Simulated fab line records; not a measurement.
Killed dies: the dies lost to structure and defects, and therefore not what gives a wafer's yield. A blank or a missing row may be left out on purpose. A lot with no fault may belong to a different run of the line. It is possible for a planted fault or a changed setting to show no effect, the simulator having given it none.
Which tool is to blame? / flow gf180mcu / 14 lots, 42 wafers sampled, at 3 steps of a route of 602

WHAT THE GAUGES SHOWED, per wafer
GF_M3_CD_MEAS_14: the cd target is 280 nm. Usual: 279.9 nm for cd_nm, sd 0.8.
lot=L672; measured=day 21 00:28; on=cd_sem-01; cd_nm (nm)=281.4 281.2 280.5; flag=
lot=L674; measured=day 22 05:02; on=cd_sem-01; cd_nm (nm)=280.5 281.1 281.0; flag=
lot=L675; measured=day 22 17:38; on=cd_sem-02; cd_nm (nm)=280.7 280.7 279.9; flag=
lot=L676; measured=day 22 23:04; on=cd_sem-02; cd_nm (nm)=280.7 279.7 280.5; flag=
lot=L677; measured=day 23 10:44; on=cd_sem-02; cd_nm (nm)=278.2 280.6 279.4; flag=
lot=L679; measured=day 24 08:20; on=cd_sem-02; cd_nm (nm)=280.4 280.0 280.3; flag=
lot=L680; measured=day 24 09:24; on=cd_sem-01; cd_nm (nm)=280.2 279.3 280.1; flag=
lot=L681; measured=day 24 13:41; on=cd_sem-01; cd_nm (nm)=280.0 281.0 280.0; flag=
lot=L686; measured=day 26 03:47; on=cd_sem-01; cd_nm (nm)=280.1 280.5 280.2; flag=
lot=L689; measured=day 27 05:11; on=cd_sem-01; cd_nm (nm)=280.6 280.6 281.4; flag=
lot=L690; measured=day 27 14:02; on=cd_sem-02; cd_nm (nm)=280.3 279.7 280.3; flag=
lot=L691; measured=day 27 17:56; on=cd_sem-02; cd_nm (nm)=279.4 280.3 281.6; flag=
lot=L694; measured=day 28 14:29; on=cd_sem-02; cd_nm (nm)=279.3 278.6 279.0; flag=
lot=L695; measured=day 28 17:03; on=cd_sem-02; cd_nm (nm)=279.3 279.6 279.2; flag=

EACH LOT AND THE TOOL THAT RAN IT (in order: tool; ch and the chambers of the sampled wafers; start)
lot=L672; GF_V2_ETCH_17=rie_diel-03 ch 1,2, day 19 23:59 or earlier; GF_M3_SPUTTER_00=pvd_sputter-03, day 19 23:59
lot=L674; GF_V2_ETCH_17=rie_diel-03 ch 0,1, day 21 04:30 or earlier; GF_M3_SPUTTER_00=pvd_sputter-04, day 21 04:30
lot=L675; GF_V2_ETCH_17=rie_diel-01 ch 1,2, day 21 18:05 or earlier; GF_M3_SPUTTER_00=pvd_sputter-04, day 21 18:05
lot=L676; GF_V2_ETCH_17=rie_diel-03 ch 0,1,3, day 21 23:39 or earlier; GF_M3_SPUTTER_00=pvd_sputter-04, day 21 23:39
lot=L677; GF_V2_ETCH_17=rie_diel-01 ch 0,3, day 22 11:41 or earlier; GF_M3_SPUTTER_00=pvd_sputter-04, day 22 11:41
lot=L679; GF_V2_ETCH_17=rie_diel-02 ch 0,2,3, day 23 10:30 or earlier; GF_M3_SPUTTER_00=pvd_sputter-04, day 23 10:30
lot=L680; GF_V2_ETCH_17=rie_diel-03 ch 0,1,2, day 23 11:05 or earlier; GF_M3_SPUTTER_00=pvd_sputter-01, day 23 11:05
lot=L681; GF_V2_ETCH_17=rie_diel-01 ch 1,2,3, day 23 15:51 or earlier; GF_M3_SPUTTER_00=pvd_sputter-01, day 23 15:51
lot=L686; GF_V2_ETCH_17=rie_diel-02 ch 0,3, day 25 06:51 or earlier; GF_M3_SPUTTER_00=pvd_sputter-01, day 25 06:51
lot=L689; GF_V2_ETCH_17=rie_diel-02 ch 0,1,2, day 26 07:59 or earlier; GF_M3_SPUTTER_00=pvd_sputter-03, day 26 07:59
lot=L690; GF_V2_ETCH_17=rie_diel-01 ch 1,3, day 26 17:38 or earlier; GF_M3_SPUTTER_00=pvd_sputter-01, day 26 17:38
lot=L691; GF_V2_ETCH_17=rie_diel-03 ch 1,3, day 26 21:45 or earlier; GF_M3_SPUTTER_00=pvd_sputter-03, day 26 21:45
lot=L694; GF_V2_ETCH_17=rie_diel-01 ch 0,1, day 27 18:39 or earlier; GF_M3_SPUTTER_00=pvd_sputter-03, day 27 18:39
lot=L695; GF_V2_ETCH_17=rie_diel-01 ch 0,2,3, day 27 22:01 or earlier; GF_M3_SPUTTER_00=pvd_sputter-03, day 27 22:01
- GF_V2_ETCH_17: etches SiO2 in C4F8/O2/Ar, stops on TiN, target depth 630 nm.
- GF_M3_SPUTTER_00: material Ti, target thk 37.5 nm, time 150 s.

WHAT THE TOOLS THEMSELVES READ (means of the sampled wafers that have a number; where no wafer has one, the mark that the record gives instead)
GF_V2_ETCH_17. Usual: 0.856 a.u. for oes_product_au, sd 0.0042.
lot=L672; tool=rie_diel-03; oes_product_au (a.u.)=0.857; flag=
lot=L674; tool=rie_diel-03; oes_product_au (a.u.)=0.857; flag=
lot=L675; tool=rie_diel-01; oes_product_au (a.u.)=0.857; flag=
lot=L676; tool=rie_diel-03; oes_product_au (a.u.)=0.858; flag=
lot=L677; tool=rie_diel-01; oes_product_au (a.u.)=0.850; flag=
lot=L679; tool=rie_diel-02; oes_product_au (a.u.)=0.852; flag=
lot=L680; tool=rie_diel-03; oes_product_au (a.u.)=0.858; flag=
lot=L681; tool=rie_diel-01; oes_product_au (a.u.)=0.860; flag=
lot=L686; tool=rie_diel-02; oes_product_au (a.u.)=0.852; flag=
lot=L689; tool=rie_diel-02; oes_product_au (a.u.)=0.862; flag=
lot=L690; tool=rie_diel-01; oes_product_au (a.u.)=0.855; flag=
lot=L691; tool=rie_diel-03; oes_product_au (a.u.)=0.856; flag=
lot=L694; tool=rie_diel-01; oes_product_au (a.u.)=0.856; flag=
lot=L695; tool=rie_diel-01; oes_product_au (a.u.)=0.854; flag=

GF_M3_SPUTTER_00. Usual: cathode_dc_power_W 4000.0 W, standard deviation 0.7; chamber_pressure_pa 2.000 Pa, standard deviation 0.0039; throttle_valve_pct 29.3 %, standard deviation 0.89.
lot=L672; tool=pvd_sputter-03; cathode_dc_power_W (W)=3999.7; chamber_pressure_pa (Pa)=1.999; throttle_valve_pct (%)=29.4; flag=
lot=L674; tool=pvd_sputter-04; cathode_dc_power_W (W)=4000.1; chamber_pressure_pa (Pa)=2.002; throttle_valve_pct (%)=29.1; flag=
lot=L675; tool=pvd_sputter-04; cathode_dc_power_W (W)=4000.5; chamber_pressure_pa (Pa)=2.004; throttle_valve_pct (%)=29.5; flag=
lot=L676; tool=pvd_sputter-04; cathode_dc_power_W (W)=3999.3; chamber_pressure_pa (Pa)=2.001; throttle_valve_pct (%)=29.4; flag=
lot=L677; tool=pvd_sputter-04; cathode_dc_power_W (W)=3999.4; chamber_pressure_pa (Pa)=2.001; throttle_valve_pct (%)=29.4; flag=
lot=L679; tool=pvd_sputter-04; cathode_dc_power_W (W)=3999.8; chamber_pressure_pa (Pa)=1.999; throttle_valve_pct (%)=29.7; flag=
lot=L680; tool=pvd_sputter-01; cathode_dc_power_W (W)=4001.2; chamber_pressure_pa (Pa)=1.999; throttle_valve_pct (%)=28.8; flag=
lot=L681; tool=pvd_sputter-01; cathode_dc_power_W (W)=3999.5; chamber_pressure_pa (Pa)=1.997; throttle_valve_pct (%)=28.2; flag=
lot=L686; tool=pvd_sputter-01; cathode_dc_power_W (W)=4000.4; chamber_pressure_pa (Pa)=1.997; throttle_valve_pct (%)=28.9; flag=
lot=L689; tool=pvd_sputter-03; cathode_dc_power_W (W)=-; chamber_pressure_pa (Pa)=-; throttle_valve_pct (%)=-; flag=OFF
lot=L690; tool=pvd_sputter-01; cathode_dc_power_W (W)=-; chamber_pressure_pa (Pa)=-; throttle_valve_pct (%)=-; flag=OFF
lot=L691; tool=pvd_sputter-03; cathode_dc_power_W (W)=4000.2; chamber_pressure_pa (Pa)=1.999; throttle_valve_pct (%)=29.4; flag=
lot=L694; tool=pvd_sputter-03; cathode_dc_power_W (W)=3999.6; chamber_pressure_pa (Pa)=2.003; throttle_valve_pct (%)=29.6; flag=
lot=L695; tool=pvd_sputter-03; cathode_dc_power_W (W)=4000.3; chamber_pressure_pa (Pa)=1.999; throttle_valve_pct (%)=29.9; flag=

THE ANSWER, worked out from the rows above alone
Rule: take the mean of a lot's wafers that have a number; if it is more than 3 standard deviations from the usual mean, the lot is off. A lot without any number at a reading at which 4 lots or more have one is off too. The other lots that the step has rows for count as sound. The gauges are gone through in route order, then the tools' own readings, and for those a lot's mean is taken as printed above. At the first step where some lot is off, the reading lying furthest off is the one used; lots without a number count as furthest.
Off: L689, L690, at GF_M3_SPUTTER_00 (cathode_dc_power_W). Without a number there: L689, L690.
A tool fits if, at that step or a process step before it, it ran every lot that is off, and no sound lot after the first of them. GF_V2_ETCH_17 gives no start for some lots, so the hours and the order of its lots are those of GF_M3_SPUTTER_00. Of those tried, none fits.

WHAT WAS PUT IN BY THE SIMULATOR
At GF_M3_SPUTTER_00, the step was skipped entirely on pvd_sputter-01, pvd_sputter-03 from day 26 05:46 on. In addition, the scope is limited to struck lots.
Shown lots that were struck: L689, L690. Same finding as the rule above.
